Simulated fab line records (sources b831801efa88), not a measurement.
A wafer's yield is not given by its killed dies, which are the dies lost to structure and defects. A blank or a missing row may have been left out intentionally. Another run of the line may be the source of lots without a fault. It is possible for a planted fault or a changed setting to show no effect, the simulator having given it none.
Which tool did it? :: flow gf180mcu :: 6 lots, 18 wafers sampled, at 3 steps of a route of 602

== WHAT EACH GAUGE READ, for each wafer ==
GF_M2_CD_MEAS_14 targets a cd of 280 nm.
lot: L833
measured: day 21 01:43
on: cdSem-02
cdNm (nm): 281.9 280.7 280.8

lot: L837
measured: day 21 23:59
on: cdSem-02
cdNm (nm): 277.8 278.4 277.3

lot: L839
measured: day 22 14:13
on: cdSem-01
cdNm (nm): 283.0 283.0 283.0

lot: L844
measured: day 24 10:34
on: cdSem-02
cdNm (nm): 287.4 288.6 286.9 287.4 288.6 287.0

lot: L850
measured: day 26 16:08
on: cdSem-02
cdNm (nm): 279.8 279.3 279.5

lot: L852
measured: day 26 23:22
on: cdSem-01
cdNm (nm): 281.0 280.1 280.7

== WHICH TOOL RAN EACH LOT (tool, then ch and the chambers of the sampled wafers, then the start) ==
lot: L833
GF_STI_STRIP_15: plasmaAsher-01 ch 0, day 3 02:33
GF_M2_PEB_12: lithoTrack-04 ch 0, day 21 01:22

lot: L837
GF_STI_STRIP_15: plasmaAsher-03 ch 0,1, day 3 18:22
GF_M2_PEB_12: lithoTrack-02 ch 0, day 21 23:40

lot: L839
GF_STI_STRIP_15: plasmaAsher-01 ch 0,1, day 4 04:30
GF_M2_PEB_12: lithoTrack-02 ch 0, day 22 13:53

lot: L844
GF_STI_STRIP_15: plasmaAsher-01 ch 0,1, day 5 06:38
GF_M2_PEB_12: lithoTrack-02 ch 0, day 24 10:14

lot: L850
GF_STI_STRIP_15: plasmaAsher-04 ch 0,1, day 6 13:41
GF_M2_PEB_12: lithoTrack-04 ch 0, day 26 15:48

lot: L852
GF_STI_STRIP_15: plasmaAsher-01 ch 0, day 7 00:20
GF_M2_PEB_12: lithoTrack-04 ch 0, day 26 23:01
- GF_STI_STRIP_15: strips in O2/N2.
- GF_M2_PEB_12: peb time 90 s.

== THE ANSWER, worked out from the rows above alone ==
Rule: the usual values come from the lots themselves. The widest of any qualifying gaps counts: lots, ordered by their means at a reading, are off when they make up no more than a third of the lots, leave a main group of 4 or more, and stand apart from it by 3 or more times the standard deviation of that group's means. Not used: any main group whose means are identical at the precision the tables above print for the reading. A lot without any number at a reading at which 4 lots or more have one is off too. All remaining lots with rows at the step are treated as sound.
None of the lots is off at any reading shown; this tells nothing.

== WHAT HAD BEEN PUT IN BY THE SIMULATOR ==
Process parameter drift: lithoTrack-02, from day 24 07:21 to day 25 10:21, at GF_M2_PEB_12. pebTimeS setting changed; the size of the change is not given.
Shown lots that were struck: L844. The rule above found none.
